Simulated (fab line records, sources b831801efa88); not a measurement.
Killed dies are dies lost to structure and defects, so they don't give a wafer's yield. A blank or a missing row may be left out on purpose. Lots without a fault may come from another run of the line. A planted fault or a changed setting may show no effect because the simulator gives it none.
Problem report in the 8D (eight disciplines) form, filled by code | flow gf180mcu | the parts of the form that need people (team, actions taken, sign-off) are left out

1. THE PROBLEM
chamber_pressure_Torr at GF_V1_CVD_23 reads a mean of 41.75 Torr on 2 wafers of 1 lot; wafers without a fault read 40.02 Torr with a standard deviation of 0.088. That is +20 standard deviations from the usual mean.
The step: deposits W, target thk 350 nm, time 105.05 s.
First seen on wafer L610.2, day 26 09:26, on cvd_w-02. The record holds 36 wafers of 12 lots with a number at this step. Rule for "out", or "out of limits": more than 4 standard deviations from the usual mean. The other wafers with a number count as sound.

2. WHAT IT IS AND WHAT IT IS NOT
question                    | is                    | is not
which readings at this step | chamber_pressure_Torr | heater_power_w, susceptor_temp_C
which lots                  | L610                  | L588, L589, L590, L591, L592, L597, L599, L600, L601, L603, L604
which wafers of those lots  | L610.2, L610.4        | L610.1
read on which tools         | cvd_w-02              | cvd_w-01
when                        | from day 26 09:26     | up to then (34 sound wafers)

3. SUSPECTS, AND WHAT RULES EACH OUT
Counting: a tool at a process step up to the reading stays a suspect if it ran every lot that is out. Sound lots after the first of them don't rule it out here, since some wafers of a struck lot are sound.
- plasma_asher-03 at GF_M1_STRIP_17 (strips in O2/N2): kept. It ran the lot that is out, L610 (day 25 10:45); its last sound lot up to then is L603 (day 22 21:17).
- pvd_sputter-02 at GF_V1_SPUTTER_22 (material TiN, target thk 10 nm, time 40 s): kept. It ran the lot that is out, L610 (day 26 09:23); its last sound lot up to then is L601 (day 23 11:01).
- cvd_w-02 at GF_V1_CVD_23 (deposits W, target thk 350 nm, time 105.05 s): kept. It ran the lot that is out, L610 (day 26 09:26); its last sound lot up to then is L604 (day 24 07:44). Its own readings are out on those wafers: chamber_pressure_Torr.
- Within cvd_w-02 at GF_V1_CVD_23: the wafers that are out ran in chamber 0; their sound lot-mates ran in chamber 1.
Left after counting: plasma_asher-03 at GF_M1_STRIP_17, pvd_sputter-02 at GF_V1_SPUTTER_22, cvd_w-02 at GF_V1_CVD_23.

4. THE CAUSE (what the simulator had put in)
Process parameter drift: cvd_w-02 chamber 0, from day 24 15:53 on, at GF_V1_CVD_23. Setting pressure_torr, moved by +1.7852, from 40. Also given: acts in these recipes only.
Counting left 3 suspects, and this tool is among them.

5. THE CHAIN OF EFFECTS, in route order
Each row: a reading whose mean over the struck wafers that have a number lies more than 3 standard deviations from the usual. Only readings for which the record gives a usual standard deviation are gone through. hours: the time from each lot's start at the first step in this table that gives one to its start at this step, as a median over the lots. sigmas: the change in usual standard deviations.
hours | step         | reading               | usual      | on struck wafers | change | sigmas
0     | GF_V1_CVD_23 | chamber_pressure_Torr | 40.02 Torr | 41.75            | +1.73  | +20
The process steps in it:
- GF_V1_CVD_23: deposits W, target thk 350 nm, time 105.05 s.

6. WHAT WOULD HAVE CAUGHT IT SOONER
In this record the first reading out of limits was taken at day 26 09:26, 42 hours after the fault began at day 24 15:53.
